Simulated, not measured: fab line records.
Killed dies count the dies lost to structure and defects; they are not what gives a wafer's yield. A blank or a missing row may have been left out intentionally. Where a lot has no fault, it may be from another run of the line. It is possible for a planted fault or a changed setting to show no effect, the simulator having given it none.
fab line records | flow gf180mcu
record: lots: 5 | wafers: 15 | lastDay: 33
route steps=602 shown MIM@522 M5@526
lots that met no fault: taken from a fault-free run of the same line
startH: start of the lot's first displayed wafer, in hours after the record's first day | waitH: how many hours have passed since the lot's step before this one | " unchanged from the row above | L1.1+2: several wafers, shown together as one row | - no value, or no start was given | * or withheld: withheld | < > ~ a bound
route shown NAME@n: a module of which the file shows steps, and the number in the route of the first | usual: the fault-free wafers' mean and standard deviation | same: alike in all rows | chamber/n: place in a boat | sites: each site's reading | _std_site: the standard deviation of these | _edge_site: inner sites' mean taken away from outer sites' mean | radiusMm: how far each site lies from the wafer's centre | mask NAME#n: copy n | behind: the most recent tool/chamber to have shaped the wafer | hold: the reason the lot was held/the length of the hold in hours/how it ended | device: names the non-switching transistor (n, p or np) | end of line: the tests these same wafers got at the end of their route | a step given without rows: its recipe and nothing more | killed: count of dies lost to structure and defects at first sort (not the wafer's yield) | map: shows each die of a wafer: x if killed, . if not, _ if none is there
set.NAME: the run value of the setting; set.NAME@STEP: its run value at that earlier step | model.NAME: the simulator's own value behind a step, which no gauge read
certain route steps with their lots: each step a table, each wafer a row
services: a tool's chamber out of use, with start hour (startH, from the record's first day; less than 0 if before it), hours out, and reason
== steps ==
step: GF_MIM_METAL_ETCH_19
recipe: chemistry: Cl2/BCl3 | maskMaterial: NOVOLAK | stopOn: Si3N4 | targetDepthNm: 324.5 | pressureMtorr: 8 | icpW: 800 | biasW: 140 | Cl2_flow_sccm: 80 | bcl3FlowSccm: 40 | timeS: 54.1
usual: drypumpMotorCurrentA: 5.7/0.53 | mfcCl2Sccm: 79.98/0.25 | oesProductAu: 0.943/0.006 | throttleValvePct: 28.281/0.0098
lot.wafer | tool        | chamber | startH | waitH | drypumpMotorCurrentA | mfcCl2Sccm | oesProductAu | rfHoursCounterH | throttleValvePct
L074.2    | rieMetal-02 | 0       | 584.57 | 0.1   | 6.3                  | 80.08      | 0.931        | 1               | 28.293
L074.4    | "           | 0       | "      | "     | 6.3                  | 80.10      | 0.937        | -               | 28.294
L074.6    | "           | 1       | "      | "     | 6.4                  | 79.89      | 0.944        | -               | 28.287
L076.4    | rieMetal-01 | 0       | 603.19 | 0.1   | 5.3                  | 79.98      | 0.949        | -               | 28.284
L076.5    | "           | 1       | "      | "     | 5.0                  | 80.29      | 0.936        | -               | 28.259
L076.6    | "           | 0       | "      | "     | 5.3                  | 80.19      | 0.942        | -               | 28.268
L083.3    | rieMetal-01 | 0       | 652.55 | 0.1   | 5.3                  | 80.13      | 0.948        | -               | 28.300
L083.4    | "           | 0       | "      | "     | 5.3                  | 80.04      | 0.956        | -               | 28.283
L083.6    | "           | 0       | "      | "     | 5.3                  | 80.49      | 0.941        | -               | 28.296
L084.1    | rieMetal-04 | 1       | 663.65 | 0.1   | 6.0                  | 79.73      | 0.941        | 5               | 28.288
L084.3    | "           | 1       | "      | "     | 6.0                  | 79.89      | 0.949        | -               | 28.270
L084.4    | "           | 1       | "      | "     | 6.0                  | 80.02      | 0.933        | -               | 28.278
L091.2    | rieMetal-01 | 1       | 711.27 | 0.1   | 5.0                  | 80.14      | 0.942        | 1               | 28.285
L091.3    | "           | 0       | "      | "     | 5.3                  | 80.01      | 0.937        | -               | 28.303
L091.4    | "           | 1       | "      | "     | 5.0                  | 79.87      | 0.942        | -               | 28.285
step: GF_MIM_STRIP_20
recipe: chemistry: O2/N2 | powerW: 1400 | pressureMtorr: 1500 | platenTempC: 250 | o2FlowSccm: 3000 | n2FlowSccm: 300 | overashFraction: 0.5
usual: drypumpMotorCurrentA: 5.6/0.49 | heaterPowerW: 321/24 | oesProductAu: 0.692/0.0048 | stripTimeToEndpointS: 11.23/0.04
lot.wafer | tool           | chamber | startH | waitH | drypumpMotorCurrentA | heaterPowerW | oesProductAu | rfHoursCounterH | stripTimeToEndpointS
L074.2    | plasmaAsher-03 | 0       | 584.64 | 0.0   | 5.5                  | 312          | 0.697        | 79              | 11.26
L074.4    | "              | 1       | "      | "     | 6.7                  | 365          | 0.694        | -               | 11.25
L074.6    | "              | 1       | "      | "     | 6.7                  | 373          | 0.685        | -               | 11.23
L076.4    | plasmaAsher-03 | 0       | 603.27 | 0.1   | 5.4                  | 315          | 0.684        | -               | 11.21
L076.5    | "              | 1       | "      | "     | 6.7                  | 367          | 0.695        | -               | 11.21
L076.6    | "              | 0       | "      | "     | 5.4                  | 318          | 0.695        | -               | 11.18
L083.3    | plasmaAsher-04 | 1       | 652.68 | 0.1   | 5.1                  | 295          | 0.684        | -               | 11.22
L083.4    | "              | 0       | "      | "     | 5.4                  | 300          | 0.691        | -               | 11.21
L083.6    | "              | 0       | "      | "     | 5.4                  | 302          | 0.684        | -               | 11.19
L084.1    | plasmaAsher-04 | 0       | 663.79 | 0.1   | 5.4                  | 302          | 0.678        | 26              | 11.12
L084.3    | "              | 1       | "      | "     | 5.1                  | 288          | 0.687        | -               | 11.16
L084.4    | "              | 0       | "      | "     | 5.4                  | 316          | 0.687        | -               | 11.18
L091.2    | plasmaAsher-01 | 1       | 711.34 | 0.0   | 5.6                  | 328          | 0.691        | 63              | 11.18
L091.3    | "              | 0       | "      | "     | 5.6                  | 323          | 0.693        | -               | 11.22
L091.4    | "              | 1       | "      | "     | 5.6                  | 333          | 0.693        | -               | 11.19
step: GF_MIM_STRIP_21
recipe: chemistry: postEtchResidueRemover | timeS: 1200 | tempC: 72.5
usual: bathGuardTempC: 72.4/0.48
lot.wafer | tool        | chamber | startH | waitH | bathGuardTempC
L074.2    | wetBench-04 | 0       | 584.74 | 0.1   | 71.2
L074.4    | "           | 0       | "      | "     | 71.8
L074.6    | "           | 0       | "      | "     | 71.3
L076.4    | wetBench-04 | 3       | 603.34 | 0.0   | 72.7
L076.5    | "           | 3       | "      | "     | 72.9
L076.6    | "           | 3       | "      | "     | 72.8
L083.3    | wetBench-03 | 1       | 652.74 | 0.0   | 71.7
L083.4    | "           | 1       | "      | "     | 71.8
L083.6    | "           | 1       | "      | "     | 71.6
L084.1    | wetBench-04 | 2       | 663.89 | 0.1   | 72.1
L084.3    | "           | 2       | "      | "     | 72.2
L084.4    | "           | 2       | "      | "     | 72.2
L091.2    | wetBench-04 | 3       | 711.44 | 0.1   | 72.8
L091.3    | "           | 3       | "      | "     | 72.5
L091.4    | "           | 3       | "      | "     | 72.4
step: GF_MIM_CLEAN_22
recipe: chemistry: DIW | dry: n2Spin
lot.wafer  | tool        | chamber | startH | waitH
L074.2+4+6 | wetBench-01 | 3       | 585.63 | 0.0
L076.4+5+6 | wetBench-03 | 3       | 603.68 | 0.0
L083.3+4+6 | wetBench-01 | 0       | 653.08 | 0.0
L084.1+3+4 | wetBench-03 | 2       | 664.27 | 0.0
L091.2+3+4 | wetBench-01 | 1       | 711.79 | 0.0
step: GF_M5_DEHYDRATE_00
recipe: tempC: 200 | timeS: 60
lot.wafer  | tool          | chamber | startH | waitH
L074.2+4+6 | lithoTrack-03 | 0       | 595.70 | 10.0
L076.4+5+6 | lithoTrack-02 | 0       | 613.47 | 9.7
L083.3+4+6 | lithoTrack-04 | 0       | 662.52 | 9.3
L084.1+3+4 | lithoTrack-03 | 0       | 673.07 | 8.7
L091.2+3+4 | lithoTrack-03 | 0       | 720.05 | 8.2
step: GF_M5_HMDS_01
recipe: primeTimeS: 60 | primeTempC: 120
lot.wafer  | tool          | chamber | startH | waitH
L074.2+4+6 | lithoTrack-03 | 0       | 595.85 | 0.1
L076.4+5+6 | lithoTrack-02 | 0       | 613.62 | 0.1
L083.3+4+6 | lithoTrack-04 | 0       | 662.67 | 0.1
L084.1+3+4 | lithoTrack-03 | 0       | 673.22 | 0.1
L091.2+3+4 | lithoTrack-03 | 0       | 720.20 | 0.1
step: GF_M5_COAT_02
recipe: resist: KrF | spinRpm: withheld | resistThkNm: 1000
lot.wafer  | tool          | chamber | startH | waitH
L074.2+4+6 | lithoTrack-03 | 0       | 596.00 | 0.1
L076.4+5+6 | lithoTrack-02 | 0       | 613.77 | 0.1
L083.3+4+6 | lithoTrack-04 | 0       | 662.82 | 0.1
L084.1+3+4 | lithoTrack-03 | 0       | 673.37 | 0.1
L091.2+3+4 | lithoTrack-03 | 0       | 720.35 | 0.1
step: GF_M5_SOFTBAKE_03
recipe: tempC: 130 | timeS: 60 | resist: KrF
lot.wafer  | tool          | chamber | startH | waitH
L074.2+4+6 | lithoTrack-03 | 0       | 596.15 | 0.1
L076.4+5+6 | lithoTrack-02 | 0       | 613.92 | 0.1
L083.3+4+6 | lithoTrack-04 | 0       | 662.97 | 0.1
L084.1+3+4 | lithoTrack-03 | 0       | 673.52 | 0.1
L091.2+3+4 | lithoTrack-03 | 0       | 720.50 | 0.1
step: GF_M5_EXPOSE_04
recipe: maskId: Metal5 | targetCdNm: 280 | na: 0.68 | sourceShape: conventional | sigmaOuter: 0.6 | doseMj: 28
lot.wafer  | tool          | chamber | startH | waitH | mask
L074.2+4+6 | krfScanner-01 | 0       | -      | -     | Metal5#0
L076.4+5+6 | krfScanner-02 | 0       | -      | -     | Metal5#0
L083.3+4+6 | krfScanner-01 | 0       | -      | -     | Metal5#0
L084.1+3+4 | krfScanner-02 | 0       | -      | -     | Metal5#0
L091.2+3+4 | krfScanner-01 | 0       | -      | -     | Metal5#0
step: GF_M5_PEB_05
recipe: pebTempC: 135 | pebTimeS: 90 | resist: KrF
same: pebTimeS: 90
lot.wafer  | tool          | chamber | startH | waitH
L074.2+4+6 | lithoTrack-02 | 0       | -      | -
L076.4+5+6 | lithoTrack-03 | 0       | -      | -
L083.3+4+6 | lithoTrack-02 | 0       | -      | -
L084.1+3+4 | lithoTrack-03 | 0       | -      | -
L091.2+3+4 | lithoTrack-04 | 0       | -      | -
step: GF_M5_DEVELOP_06
recipe: developTimeS: 60 | devTempC: 21
lot.wafer  | tool          | chamber | startH | waitH
L074.2+4+6 | lithoTrack-02 | 0       | 606.72 | 0.2
L076.4+5+6 | lithoTrack-03 | 0       | 624.35 | 0.1
L083.3+4+6 | lithoTrack-02 | 0       | 672.09 | 0.1
L084.1+3+4 | lithoTrack-03 | 0       | 683.37 | 0.2
L091.2+3+4 | lithoTrack-04 | 0       | 729.59 | 0.2
step: GF_M5_CD_MEAS_07
recipe: targetCdNm: 280
usual: cdNm: 279.7/1.2
lot.wafer | tool     | chamber | startH | waitH | cdNm
L074.2    | cdSem-02 | -       | 606.86 | 0.1   | 280.7
L074.4    | "        | -       | "      | "     | 281.3
L074.6    | "        | -       | "      | "     | 280.7
L076.4    | cdSem-02 | -       | 624.49 | 0.1   | 281.0
L076.5    | "        | -       | "      | "     | 279.4
L076.6    | "        | -       | "      | "     | 279.6
L083.3    | cdSem-01 | -       | 672.60 | 0.5   | 277.9
L083.4    | "        | -       | "      | "     | 278.4
L083.6    | "        | -       | "      | "     | 277.0
L084.1    | cdSem-01 | -       | 683.52 | 0.1   | 280.9
L084.3    | "        | -       | "      | "     | 280.1
L084.4    | "        | -       | "      | "     | 279.1
L091.2    | cdSem-01 | -       | 729.74 | 0.1   | 281.2
L091.3    | "        | -       | "      | "     | 280.3
L091.4    | "        | -       | "      | "     | 281.2
== services ==
tool           | chamber | startH | hours | kind
krfScanner-01  | 0       | 569.26 | -     | calibration
krfScanner-01  | -       | 577.66 | 1.4   | repair
krfScanner-02  | -       | 600.38 | 1.3   | pm
krfScanner-02  | 0       | 613.71 | -     | calibration
plasmaAsher-03 | -       | 615.71 | 10.0  | repair
plasmaAsher-01 | -       | 629.21 | 0.7   | repair
krfScanner-02  | -       | 645.26 | 1.0   | pm
rieMetal-01    | 1       | 649.49 | -     | clean
rieMetal-01    | 1       | 649.49 | 21.0  | scheduledDown
rieMetal-01    | 1       | 649.49 | 21.0  | ventCycle
rieMetal-04    | 0       | 653.15 | 9.8   | repair
rieMetal-01    | -       | 662.63 | 14.6  | pm
rieMetal-04    | 0       | 662.92 | -     | clean
rieMetal-04    | 0       | 662.92 | 20.6  | scheduledDown
rieMetal-04    | 0       | 662.92 | 20.6  | ventCycle
krfScanner-01  | -       | 668.19 | 1.0   | pm
krfScanner-02  | -       | 674.83 | 0.8   | pm
rieMetal-01    | -       | 692.30 | 2.8   | pm
rieMetal-01    | 0       | 697.45 | 4.2   | repair
krfScanner-01  | -       | 710.11 | 0.8   | pm
krfScanner-01  | -       | 727.27 | 3.6   | pm
== key ==
fault none
